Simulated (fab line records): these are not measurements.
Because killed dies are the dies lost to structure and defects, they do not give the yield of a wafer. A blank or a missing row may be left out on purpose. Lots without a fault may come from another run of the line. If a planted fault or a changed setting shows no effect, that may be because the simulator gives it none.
A lot that was struck, set against a sound lot | flow sky130 | 15 out of 708 route steps
Sound: the wafers L334.1, L334.2, L334.3. Struck: wafers L341.1, L341.4. (L341.3 of the same lot was not struck and is left out.) The cause comes at the end.
Order at every step that has rows: each side's tool, ch and its chambers, its first start. Under that, the readings that differ: sound wafers | struck wafers | difference of the means | sigmas: that difference in standard deviations of wafers without a fault.
alike: same words and numbers on both sides, and readings whose means sit less than 2 such deviations apart. not compared: any withheld reading, any reading some wafer has no value for, any bound like >300 that may hide the same value, and any number with overlapping values for which the record gives no deviation.
A row with sigmas, a row that says differs or no value, or rows on one side alone: a step with any of these is where the two part. Numbers that have no deviation but don't overlap get no sigmas and don't part them. A reading missing from all wafers of one side parts the sides only when that side holds two or more wafers.

SKY_METAL5_SPUTTER_04: material TiN, target thk 70 nm, time 58.3 s.
  sound on pvd sputter-02, day 46 12:39; struck on pvd sputter-03, day 48 00:47
  alike: throttle valve pct
SKY_METAL5_RS_MEAS_05: measurement is done with a four-point probe.
  sound on film metro-02, day 46 12:42; struck on film metro-03, day 48 00:50
  alike: METAL5_ALCU_RS
SKY_METAL5_THK_MEAS_06: measures by xrf.
  sound on film metro-02, day 46 12:49; struck on film metro-03, day 48 00:57
  alike: METAL5_ALCU_THK
then, 7 steps without rows for these wafers: SKY_METAL5_DEHYDRATE_07 (time 60 s); SKY_METAL5_HMDS_08 (prime time 60 s); SKY_METAL5_COAT_09 (resist thk 1800 nm); SKY_METAL5_SOFTBAKE_10 (time 60 s); SKY_METAL5_EXPOSE_11 (exposes mask MM5, target cd 1600 nm); SKY_METAL5_PEB_12; SKY_METAL5_DEVELOP_13 (develop time 60 s).
SKY_METAL5_DESCUM_14: chemistry O2, time 11 s.
  sound on rie metal-02 ch 0,1, day 47 08:57; struck on rie metal-03 ch 1, day 48 19:29
  alike: drypump motor current A, oes product au
  not compared: rf hours counter h
SKY_METAL5_METAL_ETCH_15: etches the open film in Cl2/BCl3, stops on SiO2, target depth 1260 nm, time 252 s.
  sound on rie metal-02 ch 0,1, day 47 08:59; struck on rie metal-03 ch 1, day 48 19:31
  alike: bias w, drypump motor current A, oes product au, throttle valve pct
  not compared: rf hours counter h
SKY_METAL5_STRIP_16: strips in O2/N2.
  sound on plasma asher-04 ch 0,1, day 47 09:13; struck on plasma asher-04 ch 1, day 48 19:45
  reading                      | sound             | struck      | difference | sigmas
  oes product au (a.u.)        | 0.717 0.708 0.704 | 0.739 0.738 | +0.029     | +6
  strip time to endpoint s (s) | 13.19 13.05 13.14 | 12.56 12.51 | -0.59      | -5
  alike: drypump motor current A, o2 flow sccm
  not compared: rf hours counter h
then, 1 step without rows for these wafers: SKY_METAL5_STRIP_17 (strips in post etch residue remover, time 1200 s).
SKY_PAD_OPEN_PROBE_99:
  sound on prober-02, day 49 02:47; struck on prober-01, day 50 09:58
  reading            | sound    | struck | difference | sigmas
  killed_at_M0_to_M3 | 26 40 36 | 56 48  | +18        | +2
  alike: defect limited yield, killed_at_M4_up, killed at contacts, killed at front end, killed at other, killed dies, killed open, killed short, sort_bin_3_pad_short, sort_bin_5_function, sort_bin_6_memory, sort n pass, sort yield pct

== WHERE THEY PART ==
Last at SKY_PAD_OPEN_PROBE_99 as far as this record goes, first at SKY_METAL5_STRIP_16.

WHY: what the simulator had put in
plasma asher-04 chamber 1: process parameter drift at SKY_METAL5_STRIP_16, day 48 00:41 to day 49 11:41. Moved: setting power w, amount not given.
